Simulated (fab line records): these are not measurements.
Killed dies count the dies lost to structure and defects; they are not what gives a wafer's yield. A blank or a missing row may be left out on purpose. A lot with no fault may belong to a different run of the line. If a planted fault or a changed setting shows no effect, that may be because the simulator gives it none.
fab line records	flow sky130	part 1 of 2: steps 1 to 26 of 36
[record] lots = 5	wafers = 15	last-day = 49
route steps=708 shown SONOS_ONO@172 GATE_OXIDE@187 POLY_GATE@204 RES_PROTECT@206
lots with no fault: from the same line, run without faults
start-h: hours from the record's first day to the start of the lot's first wafer shown	wait-h: how many hours have passed since the lot's step before this one	" identical to the entry in the row above	L1.1+2: a row that stands for several wafers	- no value, or no start given	* or withheld: withheld	< > ~ a bound
route shown NAME@n: names a module that has steps shown in the file, with the first one's number in the route	usual: the fault-free wafers' mean and standard deviation	same: alike in all rows	chamber/n: place in a boat	sites: the reading at each site	_std_site: standard deviation across them	_edge_site: outer sites' mean less inner sites'	radius-mm: how far each site lies from the wafer's centre	mask NAME#n: copy n	behind: tool/chamber where the wafer was last shaped	hold: why the lot went on hold/how many hours it stayed there/how the hold came to an end	device: whichever transistor did not switch (one of n, p or np)	end of line: the route-end tests of the same wafers	a step without rows: its recipe alone	killed: dies lost to structure and defects at the first sort, not the wafer's yield	map: per-die view of a wafer (x killed, . not killed, _ where there is no die)
set.NAME: the setting as run; set.NAME@STEP: as run at that earlier step	model.NAME: the simulator's own value behind a step, which no gauge read
certain route steps with their lots: each step a table, each wafer a row
services: the hour from which a tool's chamber was out of use, counted from the record's first day as start-h (under 0 if before that day), plus the number of hours and why
[[steps]]
[step SKY_SONOS_ONO_CVD_04]
[recipe] material = SiO2	precursor = SiH4/N2O	target-thk-nm = 5.7199	temp-c = 900	pressure-mtorr = 400
[usual] spike-tc-bottom-C = 920.6/2
lot.wafer	tool	chamber	start-h	wait-h	spike-tc-bottom-C
L077.2	lpcvd-03	1	272.69	0.0	922.8
L077.4	"	1	"	"	923.5
L077.5	"	1	"	"	922.4
L080.1	lpcvd-03	1	320.80	0.1	922.4
L080.2	"	1	"	"	922.9
L080.6	"	1	"	"	921.3
L082.1	lpcvd-03	0	354.40	0.1	918.1
L082.3	"	0	"	"	919.7
L082.6	"	0	"	"	917.9
L086.2	lpcvd-03	1	377.27	0.0	922.5
L086.4	"	1	"	"	922.5
L086.6	"	1	"	"	922.4
L090.1	lpcvd-03	1	396.53	0.1	922.4
L090.2	"	1	"	"	921.7
L090.6	"	1	"	"	921.6
[step SKY_SONOS_ONO_THK_MEAS_05]
[recipe] reads = SiO2_of_SONOS_ONO_CVD_04
[usual] SONOS_ONO_CVD_04_THK = 5.76/0.11
lot.wafer	tool	chamber	start-h	wait-h	SONOS_ONO_CVD_04_THK[nm]
L077.2	film-metro-01	-	273.95	0.0	5.90
L077.4	"	-	"	"	5.73
L077.5	"	-	"	"	5.84
L080.1	film-metro-03	-	322.05	0.0	5.64
L080.2	"	-	"	"	5.68
L080.6	"	-	"	"	5.78
L082.1	film-metro-03	-	356.27	0.0	5.64
L082.3	"	-	"	"	5.77
L082.6	"	-	"	"	5.79
L086.2	film-metro-03	-	378.53	0.0	5.71
L086.4	"	-	"	"	5.68
L086.6	"	-	"	"	5.68
L090.1	film-metro-01	-	397.78	0.0	5.67
L090.2	"	-	"	"	5.65
L090.6	"	-	"	"	5.67
[step SKY_SONOS_ONO_DEHYDRATE_06]
[recipe] temp-c = 200	time-s = 60
[usual] chill-plate-temp-C = 23.00/0.11
lot.wafer	tool	chamber	start-h	wait-h	chill-plate-temp-C
L077.2	litho-track-03	0	285.89	11.9	23.06
L077.4	"	0	"	"	22.93
L077.5	"	0	"	"	23.11
L080.1	litho-track-03	0	334.96	12.9	22.97
L080.2	"	0	"	"	23.04
L080.6	"	0	"	"	22.96
L082.1	litho-track-01	0	369.73	13.4	23.12
L082.3	"	0	"	"	23.01
L082.6	"	0	"	"	23.27
L086.2	litho-track-04	0	391.52	13.0	23.10
L086.4	"	0	"	"	23.00
L086.6	"	0	"	"	23.00
L090.1	litho-track-04	0	412.84	15.1	22.82
L090.2	"	0	"	"	22.95
L090.6	"	0	"	"	22.93
[step SKY_SONOS_ONO_HMDS_07]
[recipe] prime-time-s = 60	prime-temp-c = 120
[usual] chill-plate-temp-C = 23.00/0.1
lot.wafer	tool	chamber	start-h	wait-h	chill-plate-temp-C
L077.2	litho-track-03	0	286.04	0.1	23.09
L077.4	"	0	"	"	23.17
L077.5	"	0	"	"	22.92
L080.1	litho-track-03	0	335.11	0.1	22.95
L080.2	"	0	"	"	22.82
L080.6	"	0	"	"	22.90
L082.1	litho-track-01	0	369.88	0.1	23.06
L082.3	"	0	"	"	22.97
L082.6	"	0	"	"	22.93
L086.2	litho-track-04	0	391.67	0.1	23.10
L086.4	"	0	"	"	23.02
L086.6	"	0	"	"	22.90
L090.1	litho-track-04	0	412.99	0.1	23.20
L090.2	"	0	"	"	22.88
L090.6	"	0	"	"	23.15
[step SKY_SONOS_ONO_COAT_08]
[recipe] resist = NOVOLAK	spin-rpm = 3000	resist-thk-nm = 1140
[usual] chill-plate-temp-C = 22.98/0.096
lot.wafer	tool	chamber	start-h	wait-h	chill-plate-temp-C
L077.2	litho-track-03	0	286.19	0.1	23.05
L077.4	"	0	"	"	23.03
L077.5	"	0	"	"	22.95
L080.1	litho-track-03	0	335.26	0.1	22.97
L080.2	"	0	"	"	22.82
L080.6	"	0	"	"	23.02
L082.1	litho-track-01	0	370.03	0.1	22.98
L082.3	"	0	"	"	22.99
L082.6	"	0	"	"	22.92
L086.2	litho-track-04	0	391.82	0.1	22.86
L086.4	"	0	"	"	22.99
L086.6	"	0	"	"	22.93
L090.1	litho-track-04	0	413.14	0.1	23.14
L090.2	"	0	"	"	23.28
L090.6	"	0	"	"	22.93
[step SKY_SONOS_ONO_SOFTBAKE_09]
[recipe] temp-c = 90	time-s = 60	resist = NOVOLAK
[usual] chill-plate-temp-C = 23.00/0.11
lot.wafer	tool	chamber	start-h	wait-h	chill-plate-temp-C
L077.2	litho-track-03	0	286.34	0.1	22.92
L077.4	"	0	"	"	22.98
L077.5	"	0	"	"	23.07
L080.1	litho-track-03	0	335.41	0.1	22.95
L080.2	"	0	"	"	23.05
L080.6	"	0	"	"	23.00
L082.1	litho-track-01	0	370.18	0.1	23.04
L082.3	"	0	"	"	23.10
L082.6	"	0	"	"	23.04
L086.2	litho-track-04	0	391.97	0.1	22.79
L086.4	"	0	"	"	22.84
L086.6	"	0	"	"	22.90
L090.1	litho-track-04	0	413.29	0.1	23.00
L090.2	"	0	"	"	23.00
L090.6	"	0	"	"	22.96
[step SKY_SONOS_ONO_EXPOSE_10]
[recipe] mask-id = ONOM	target-cd-nm = 410	na = 0.6	source-shape = conventional	sigma-outer = 0.6	dose-mj = 150
[usual] stage-vel-mm-s = 499.93/0.22
lot.wafer	tool	chamber	start-h	wait-h	mask	stage-vel-mm-s
L077.2	iline-stepper-01	0	-	-	ONOM#0	499.77
L077.4	"	0	"	"	ONOM#0	499.85
L077.5	"	0	"	"	ONOM#0	500.17
L080.1	iline-stepper-02	0	-	-	ONOM#0	499.99
L080.2	"	0	"	"	ONOM#0	500.14
L080.6	"	0	"	"	ONOM#0	500.05
L082.1	iline-stepper-01	0	-	-	ONOM#0	500.07
L082.3	"	0	"	"	ONOM#0	499.86
L082.6	"	0	"	"	ONOM#0	499.95
L086.2	iline-stepper-02	0	-	-	ONOM#0	499.42
L086.4	"	0	"	"	ONOM#0	499.94
L086.6	"	0	"	"	ONOM#0	499.91
L090.1	iline-stepper-02	0	-	-	ONOM#0	500.11
L090.2	"	0	"	"	ONOM#0	500.10
L090.6	"	0	"	"	ONOM#0	500.03
[step SKY_SONOS_ONO_PEB_11]
[recipe] temp-c = withheld	time-s = *	resist = NOVOLAK
[usual] chill-plate-temp-C = *
lot.wafer	tool	chamber	start-h	wait-h	chill-plate-temp-C
L077.2	litho-track-03	0	-	-	*
L077.4	"	0	"	"	*
L077.5	"	0	"	"	*
L080.1	litho-track-01	0	-	-	*
L080.2	"	0	"	"	*
L080.6	"	0	"	"	*
L082.1	litho-track-03	0	-	-	*
L082.3	"	0	"	"	*
L082.6	"	0	"	"	*
L086.2	litho-track-01	0	-	-	*
L086.4	"	0	"	"	*
L086.6	"	0	"	"	*
L090.1	litho-track-04	0	-	-	*
L090.2	"	0	"	"	*
L090.6	"	0	"	"	*
[step SKY_SONOS_ONO_DEVELOP_12]
[recipe] develop-time-s = 60	dev-temp-c = 23
[usual] chill-plate-temp-C = 22.98/0.11
lot.wafer	tool	chamber	start-h	wait-h	chill-plate-temp-C
L077.2	litho-track-03	0	299.09	0.1	23.05
L077.4	"	0	"	"	23.10
L077.5	"	0	"	"	23.00
L080.1	litho-track-01	0	349.38	0.1	22.98
L080.2	"	0	"	"	22.80
L080.6	"	0	"	"	23.00
L082.1	litho-track-03	0	385.01	0.1	22.92
L082.3	"	0	"	"	22.78
L082.6	"	0	"	"	22.88
L086.2	litho-track-01	0	406.61	0.1	22.97
L086.4	"	0	"	"	22.90
L086.6	"	0	"	"	23.11
L090.1	litho-track-04	0	427.49	0.1	22.93
L090.2	"	0	"	"	23.02
L090.6	"	0	"	"	23.06
[step SKY_SONOS_ONO_CD_MEAS_13]
[recipe] target-cd-nm = 410
[usual] cd-nm = 410.5/2.1
lot.wafer	tool	chamber	start-h	wait-h	cd-nm
L077.2	cd-sem-01	-	299.23	0.1	410.2
L077.4	"	-	"	"	410.4
L077.5	"	-	"	"	409.6
L080.1	cd-sem-02	-	349.53	0.1	410.4
L080.2	"	-	"	"	411.8
L080.6	"	-	"	"	411.3
L082.1	cd-sem-01	-	385.16	0.1	411.1
L082.3	"	-	"	"	409.3
L082.6	"	-	"	"	413.2
L086.2	cd-sem-02	-	406.75	0.1	411.8
L086.4	"	-	"	"	411.4
L086.6	"	-	"	"	411.7
L090.1	cd-sem-01	-	427.64	0.1	412.8
L090.2	"	-	"	"	411.9
L090.6	"	-	"	"	412.5
[step SKY_SONOS_ONO_OVL_MEAS_14]
[usual] SONOS_ONO_OVL = 0.5/1.5
lot.wafer	tool	chamber	start-h	wait-h	SONOS_ONO_OVL[nm]
L077.2	overlay-01	-	299.34	0.1	0.7
L077.4	"	-	"	"	0.3
L077.5	"	-	"	"	-0.1
L080.1	overlay-01	-	349.65	0.1	0.7
L080.2	"	-	"	"	0.2
L080.6	"	-	"	"	0.9
L082.1	overlay-02	-	385.28	0.1	-0.9
L082.3	"	-	"	"	-0.4
L082.6	"	-	"	"	-0.4
L086.2	overlay-02	-	406.86	0.1	0.1
L086.4	"	-	"	"	0.1
L086.6	"	-	"	"	1.1
L090.1	overlay-01	-	427.76	0.1	-1.9
L090.2	"	-	"	"	-0.6
L090.6	"	-	"	"	-3.3
[step SKY_SONOS_ONO_ETCH_15]
[recipe] target-depth-nm = 19.52	chemistry = CHF3/O2	source-w = 600	bias-w = 200	pressure-mtorr = 40	chf3-flow-sccm = 50	O2_flow_sccm = 5	time-s = 7.8
[usual] drypump-motor-current-A = 5.7/0.41	oes-product-au = 0.996/0.0077	throttle-valve-pct = 8.823/0.0083
lot.wafer	tool	chamber	start-h	wait-h	drypump-motor-current-A	oes-product-au	rf-hours-counter-h	throttle-valve-pct
L077.2	rie-diel-01	1	299.37	0.0	6.3	0.988	55	8.832
L077.4	"	2	"	"	5.8	0.981	0	8.812
L077.5	"	0	"	"	5.4	0.987	-	8.819
L080.1	rie-diel-01	0	349.69	0.0	5.4	0.981	1	8.832
L080.2	"	1	"	"	6.3	0.982	57	8.825
L080.6	"	1	"	"	6.3	1.003	-	8.825
L082.1	rie-diel-01	2	385.32	0.0	5.8	0.991	2	8.823
L082.3	"	3	"	"	6.2	0.997	76	8.832
L082.6	"	3	"	"	6.2	1.000	-	8.820
L086.2	rie-diel-04	1	406.89	0.0	5.6	0.995	91	8.823
L086.4	"	0	"	"	6.5	0.997	10	8.816
L086.6	"	3	"	"	5.6	1.013	-	8.823
L090.1	rie-diel-01	1	427.80	0.0	6.3	1.002	58	8.828
L090.2	"	0	"	"	5.4	1.006	2	8.817
L090.6	"	1	"	"	6.3	1.004	-	8.830
[step SKY_SONOS_ONO_WET_ETCH_16]
[recipe] chemistry = dHF	target-depth-nm = 14	dry = n2-spin	target = SiO2	dilution = 100:1	temp-c = 25	time-s = 280
lot.wafer	tool	chamber	start-h	wait-h
L077.2+4+5	wet-bench-04	2	299.39	0.0
L080.1+2+6	wet-bench-02	1	349.71	0.0
L082.1+3+6	wet-bench-02	1	385.34	0.0
L086.2+4+6	wet-bench-01	3	406.91	0.0
L090.1+2+6	wet-bench-04	1	427.82	0.0
[step SKY_SONOS_ONO_STRIP_17]
[recipe] chemistry = O2/N2	power-w = 1400	pressure-mtorr = 1500	platen-temp-c = withheld	o2-flow-sccm = 3000	n2-flow-sccm = 300	overash-fraction = 0.5
[usual] drypump-motor-current-A = 5.5/0.4	n2-flow-sccm = 300.1/0.92	oes-product-au = 0.710/0.0043	strip-time-to-endpoint-s = 14.13/0.044
[same] overash-fraction = 0.5
lot.wafer	tool	chamber	start-h	wait-h	drypump-motor-current-A	n2-flow-sccm	oes-product-au	rf-hours-counter-h	strip-time-to-endpoint-s
L077.2	plasma-asher-02	0	299.47	0.0	6.1	298.8	0.704	48	14.08
L077.4	"	1	"	"	5.2	300.6	0.703	-	14.11
L077.5	"	0	"	"	6.1	299.5	0.706	-	14.09
L080.1	plasma-asher-01	1	349.80	0.0	5.7	300.0	0.708	24	14.13
L080.2	"	0	"	"	5.0	299.7	0.708	24	14.11
L080.6	"	1	"	"	5.7	298.4	0.713	-	14.11
L082.1	plasma-asher-04	0	385.42	0.0	5.8	299.6	0.707	65	14.18
L082.3	"	0	"	"	5.8	300.9	0.709	-	14.10
L082.6	"	1	"	"	5.2	300.5	0.711	-	14.15
L086.2	plasma-asher-01	0	407.00	0.0	4.9	300.3	0.707	30	14.12
L086.4	"	1	"	"	5.7	300.8	0.719	-	14.13
L086.6	"	0	"	"	4.9	299.8	0.708	-	14.17
L090.1	plasma-asher-04	0	427.91	0.0	5.7	299.2	0.717	70	14.15
L090.2	"	1	"	"	5.2	299.0	0.716	70	14.10
L090.6	"	0	"	"	5.7	300.1	0.722	-	14.18
[step SKY_SONOS_ONO_WET_ETCH_18]
[recipe] chemistry = H3PO4	target-depth-nm = 15	target = Si3N4	temp-c = 160	time-s = 172
lot.wafer	tool	chamber	start-h	wait-h
L077.2+4+5	wet-bench-02	0	299.57	0.1
L080.1+2+6	wet-bench-04	1	349.90	0.1
L082.1+3+6	wet-bench-01	1	385.54	0.1
L086.2+4+6	wet-bench-02	3	407.10	0.1
L090.1+2+6	wet-bench-02	2	428.01	0.1
[step SKY_GATE_OXIDE_CLEAN_00]
[recipe] chemistry = SC1/SC2	mix = 1:4:20	temp-c = 70	time-s = 150	dry = n2-spin
lot.wafer	tool	chamber	start-h	wait-h
L077.2+4+5	wet-bench-01	0	299.63	0.0
L080.1+2+6	wet-bench-01	0	350.01	0.0
L082.1+3+6	wet-bench-04	2	385.60	0.0
L086.2+4+6	wet-bench-04	0	407.16	0.0
L090.1+2+6	wet-bench-01	0	428.07	0.0
[step SKY_GATE_OXIDE_OXIDATION_01]
[recipe] temp-c = 900	ambient = O2	stabilise-s = 600	purge-s = 300	target-thk-a = 102.68	ox-time-s = 1473
[usual] spike-tc-bottom-C = 920/4.2
lot.wafer	tool	chamber	start-h	wait-h	spike-tc-bottom-C
L077.2	furnace-01	0	299.68	0.0	923
L077.4	"	0	"	"	923
L077.5	"	0	"	"	924
L080.1	furnace-01	0	350.78	0.7	924
L080.2	"	0	"	"	925
L080.6	"	0	"	"	926
L082.1	furnace-01	0	386.84	1.2	925
L082.3	"	0	"	"	924
L082.6	"	0	"	"	924
L086.2	furnace-02	0	407.75	0.5	915
L086.4	"	0	"	"	917
L086.6	"	0	"	"	913
L090.1	furnace-02	0	429.07	0.9	918
L090.2	"	0	"	"	914
L090.6	"	0	"	"	918
[step SKY_GATE_OXIDE_THK_MEAS_02]
[recipe] reads = SiO2_of_GATE_OXIDE_OXIDATION_01
[usual] GATE_OXIDE_OXIDATION_00_THK = 10.20/0.19
lot.wafer	tool	chamber	start-h	wait-h	GATE_OXIDE_OXIDATION_00_THK[nm]
L077.2	film-metro-04	-	301.10	0.0	10.34
L077.4	"	-	"	"	10.47
L077.5	"	-	"	"	10.22
L080.1	film-metro-02	-	352.19	0.0	10.30
L080.2	"	-	"	"	10.34
L080.6	"	-	"	"	10.24
L082.1	film-metro-02	-	388.25	0.0	10.34
L082.3	"	-	"	"	10.00
L082.6	"	-	"	"	10.28
L086.2	film-metro-02	-	409.17	0.0	10.01
L086.4	"	-	"	"	10.05
L086.6	"	-	"	"	10.00
L090.1	film-metro-02	-	430.47	0.0	10.38
L090.2	"	-	"	"	10.25
L090.6	"	-	"	"	10.27
[step SKY_GATE_OXIDE_DEHYDRATE_03]
[recipe] temp-c = 200	time-s = 60
[usual] chill-plate-temp-C = 23.04/0.11
lot.wafer	tool	chamber	start-h	wait-h	chill-plate-temp-C
L077.2	litho-track-04	0	314.17	13.1	22.89
L077.4	"	0	"	"	23.11
L077.5	"	0	"	"	23.12
L080.1	litho-track-01	0	365.33	13.1	23.22
L080.2	"	0	"	"	23.17
L080.6	"	0	"	"	23.25
L082.1	litho-track-02	0	402.77	14.5	22.95
L082.3	"	0	"	"	22.96
L082.6	"	0	"	"	22.90
L086.2	litho-track-04	0	423.07	13.9	23.00
L086.4	"	0	"	"	22.84
L086.6	"	0	"	"	23.07
L090.1	litho-track-04	0	445.59	15.1	23.09
L090.2	"	0	"	"	23.13
L090.6	"	0	"	"	23.02
[step SKY_GATE_OXIDE_HMDS_04]
[recipe] prime-time-s = 60	prime-temp-c = 120
[usual] chill-plate-temp-C = 23.00/0.095
lot.wafer	tool	chamber	start-h	wait-h	chill-plate-temp-C
L077.2	litho-track-04	0	314.32	0.1	23.14
L077.4	"	0	"	"	22.96
L077.5	"	0	"	"	22.96
L080.1	litho-track-01	0	365.48	0.1	22.87
L080.2	"	0	"	"	23.02
L080.6	"	0	"	"	22.84
L082.1	litho-track-02	0	402.92	0.1	23.08
L082.3	"	0	"	"	22.97
L082.6	"	0	"	"	22.90
L086.2	litho-track-04	0	423.22	0.1	22.93
L086.4	"	0	"	"	22.92
L086.6	"	0	"	"	22.81
L090.1	litho-track-04	0	445.74	0.1	22.94
L090.2	"	0	"	"	22.95
L090.6	"	0	"	"	22.97
[step SKY_GATE_OXIDE_COAT_05]
[recipe] resist = NOVOLAK	spin-rpm = 3000	resist-thk-nm = 1140
[usual] chill-plate-temp-C = 23.01/0.11
lot.wafer	tool	chamber	start-h	wait-h	chill-plate-temp-C
L077.2	litho-track-04	0	314.47	0.1	22.88
L077.4	"	0	"	"	22.73
L077.5	"	0	"	"	22.70
L080.1	litho-track-01	0	365.63	0.1	22.80
L080.2	"	0	"	"	23.10
L080.6	"	0	"	"	22.97
L082.1	litho-track-02	0	403.07	0.1	23.03
L082.3	"	0	"	"	22.98
L082.6	"	0	"	"	23.15
L086.2	litho-track-04	0	423.37	0.1	23.09
L086.4	"	0	"	"	22.87
L086.6	"	0	"	"	23.15
L090.1	litho-track-04	0	445.89	0.1	22.94
L090.2	"	0	"	"	23.01
L090.6	"	0	"	"	22.88
[step SKY_GATE_OXIDE_SOFTBAKE_06]
[recipe] temp-c = 90	time-s = 57.67	resist = NOVOLAK
[usual] chill-plate-temp-C = 23.00/0.1
lot.wafer	tool	chamber	start-h	wait-h	chill-plate-temp-C
L077.2	litho-track-04	0	314.62	0.1	22.89
L077.4	"	0	"	"	22.99
L077.5	"	0	"	"	23.04
L080.1	litho-track-01	0	365.78	0.1	22.99
L080.2	"	0	"	"	22.81
L080.6	"	0	"	"	23.00
L082.1	litho-track-02	0	403.22	0.1	22.76
L082.3	"	0	"	"	22.97
L082.6	"	0	"	"	22.95
L086.2	litho-track-04	0	423.52	0.1	23.00
L086.4	"	0	"	"	22.89
L086.6	"	0	"	"	22.96
L090.1	litho-track-04	0	446.04	0.1	22.96
L090.2	"	0	"	"	22.97
L090.6	"	0	"	"	22.99
[step SKY_GATE_OXIDE_EXPOSE_07]
[recipe] mask-id = LVOM	na = 0.6	source-shape = conventional	sigma-outer = 0.6	polarization = unpolarized	target-cd-nm = 600	dose-mj = 170
[usual] stage-vel-mm-s = 500.00/0.24
lot.wafer	tool	chamber	start-h	wait-h	mask	stage-vel-mm-s
L077.2	iline-stepper-01	0	-	-	LVOM#0	499.80
L077.4	"	0	"	"	LVOM#0	500.05
L077.5	"	0	"	"	LVOM#0	500.25
L080.1	iline-stepper-02	0	-	-	LVOM#0	499.61
L080.2	"	0	"	"	LVOM#0	499.39
L080.6	"	0	"	"	LVOM#0	499.81
L082.1	iline-stepper-01	0	-	-	LVOM#0	500.15
L082.3	"	0	"	"	LVOM#0	499.76
L082.6	"	0	"	"	LVOM#0	499.88
L086.2	iline-stepper-02	0	-	-	LVOM#0	500.08
L086.4	"	0	"	"	LVOM#0	500.06
L086.6	"	0	"	"	LVOM#0	500.40
L090.1	iline-stepper-02	0	-	-	LVOM#0	500.05
L090.2	"	0	"	"	LVOM#0	499.89
L090.6	"	0	"	"	LVOM#0	500.07
[step SKY_GATE_OXIDE_PEB_08]
[recipe] temp-c = withheld	time-s = *	resist = NOVOLAK
[usual] chill-plate-temp-C = *
lot.wafer	tool	chamber	start-h	wait-h	chill-plate-temp-C
L077.2	litho-track-04	0	-	-	*
L077.4	"	0	"	"	*
L077.5	"	0	"	"	*
L080.1	litho-track-02	0	-	-	*
L080.2	"	0	"	"	*
L080.6	"	0	"	"	*
L082.1	litho-track-04	0	-	-	*
L082.3	"	0	"	"	*
L082.6	"	0	"	"	*
L086.2	litho-track-02	0	-	-	*
L086.4	"	0	"	"	*
L086.6	"	0	"	"	*
L090.1	litho-track-02	0	-	-	*
L090.2	"	0	"	"	*
L090.6	"	0	"	"	*
[step SKY_GATE_OXIDE_DEVELOP_09]
[recipe] resist = NOVOLAK	developer = TMAH	develop-time-s = 60	dev-temp-c = 23
[usual] chill-plate-temp-C = 23.01/0.12
lot.wafer	tool	chamber	start-h	wait-h	chill-plate-temp-C
L077.2	litho-track-04	0	327.12	0.1	22.94
L077.4	"	0	"	"	23.01
L077.5	"	0	"	"	22.92
L080.1	litho-track-02	0	380.57	0.1	23.21
L080.2	"	0	"	"	23.20
L080.6	"	0	"	"	23.15
L082.1	litho-track-04	0	417.79	0.1	23.20
L082.3	"	0	"	"	23.08
L082.6	"	0	"	"	22.95
L086.2	litho-track-02	0	438.99	0.1	22.94
L086.4	"	0	"	"	22.87
L086.6	"	0	"	"	23.34
L090.1	litho-track-02	0	460.67	0.1	22.96
L090.2	"	0	"	"	23.04
L090.6	"	0	"	"	22.97
[step SKY_GATE_OXIDE_OVL_MEAS_10]
[usual] GATE_OXIDE_OVL = -0.2/1.4
lot.wafer	tool	chamber	start-h	wait-h	GATE_OXIDE_OVL[nm]
L077.2	overlay-02	-	327.25	0.1	2.4
L077.4	"	-	"	"	2.5
L077.5	"	-	"	"	1.5
L080.1	overlay-01	-	380.72	0.1	-2.1
L080.2	"	-	"	"	-0.2
L080.6	"	-	"	"	-4.3
L082.1	overlay-01	-	417.94	0.1	-1.3
L082.3	"	-	"	"	-0.7
L082.6	"	-	"	"	-1.9
L086.2	overlay-02	-	439.12	0.1	-1.1
L086.4	"	-	"	"	-0.5
L086.6	"	-	"	"	-0.2
L090.1	overlay-02	-	460.82	0.1	0.4
L090.2	"	-	"	"	1.2
L090.6	"	-	"	"	-0.3
